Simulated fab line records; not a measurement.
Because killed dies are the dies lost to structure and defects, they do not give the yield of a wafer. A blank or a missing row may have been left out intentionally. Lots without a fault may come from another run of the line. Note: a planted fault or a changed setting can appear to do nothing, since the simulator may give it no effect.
The tool behind it: which one? + flow sky130 + 21 wafers from 7 lots sampled at 4 of the route's 708 steps

## WHAT THE GAUGES READ, wafer by wafer
SKY_VIA3_CD_MEAS_12: the cd target is 200 nm.
| lot  | measured     | on        | cd_nm (nm)        |
|------|--------------|-----------|-------------------|
| L752 | day 39 18:23 | cd_sem-02 | 201.1 201.0 200.9 |
| L766 | day 43 15:19 | cd_sem-01 | 200.5 199.7 200.6 |
| L769 | day 45 01:54 | cd_sem-02 | 201.5 201.3 201.4 |
| L770 | day 45 03:05 | cd_sem-02 | 203.3 202.9 201.7 |
| L772 | day 45 11:20 | cd_sem-02 | 199.8 199.6 201.8 |
| L774 | day 45 20:04 | cd_sem-02 | 201.1 201.3 201.6 |

## TOOL THAT RAN EACH LOT (tool first, then ch and the chambers of the sampled wafers, then the start)
| lot  | SKY_POLY_GATE_EXPOSE_10           | SKY_CAPM_SPUTTER_02          | SKY_CAPM_METAL_ETCH_13            |
|------|-----------------------------------|------------------------------|-----------------------------------|
| L752 | krf_scanner-02 ch 0, day 16 02:49 | pvd_sputter-02, day 36 11:58 | rie_metal-02 ch 0,1, day 37 14:23 |
| L756 | krf_scanner-01, day 18 03:07      | -                            | -                                 |
| L766 | krf_scanner-01 ch 0, day 21 02:52 | pvd_sputter-02, day 40 15:43 | rie_metal-02 ch 1, day 41 15:39   |
| L769 | krf_scanner-01 ch 0, day 22 23:59 | pvd_sputter-02, day 42 03:58 | rie_metal-02 ch 0,1, day 43 02:26 |
| L770 | krf_scanner-01 ch 0, day 23 00:26 | pvd_sputter-03, day 42 05:31 | rie_metal-02 ch 0,1, day 43 04:29 |
| L772 | krf_scanner-02 ch 0, day 23 09:31 | pvd_sputter-02, day 42 12:56 | rie_metal-03 ch 0,1, day 43 11:44 |
| L774 | krf_scanner-02 ch 0, day 23 23:28 | pvd_sputter-04, day 42 23:20 | rie_metal-02 ch 0,1, day 43 22:15 |
- SKY_POLY_GATE_EXPOSE_10: exposes mask P1M, target cd 150 nm.
- SKY_CAPM_SPUTTER_02: material TiN, target thk 200 nm, time 166.7 s.
- SKY_CAPM_METAL_ETCH_13: etches TiN in Cl2/BCl3, stops on SiO2, target depth 220 nm, time 62.9 s.

## THE ANSWER, worked out from the rows above alone
Rule: the usual values come from the lots themselves. The widest of any qualifying gaps counts: lots, ordered by their means at a reading, are off when they make up no more than a third of the lots, leave a main group of 4 or more, and stand apart from it by 3 or more times the standard deviation of that group's means. Not used: any main group whose means are identical at the precision the tables above print for the reading. A lot without any number at a reading at which 4 lots or more have one is off too. Where the step has rows for the other lots, those lots are counted as sound.
Nothing can be told from this: no lot is off at any reading shown.

## WHAT WAS PUT IN BY THE SIMULATOR
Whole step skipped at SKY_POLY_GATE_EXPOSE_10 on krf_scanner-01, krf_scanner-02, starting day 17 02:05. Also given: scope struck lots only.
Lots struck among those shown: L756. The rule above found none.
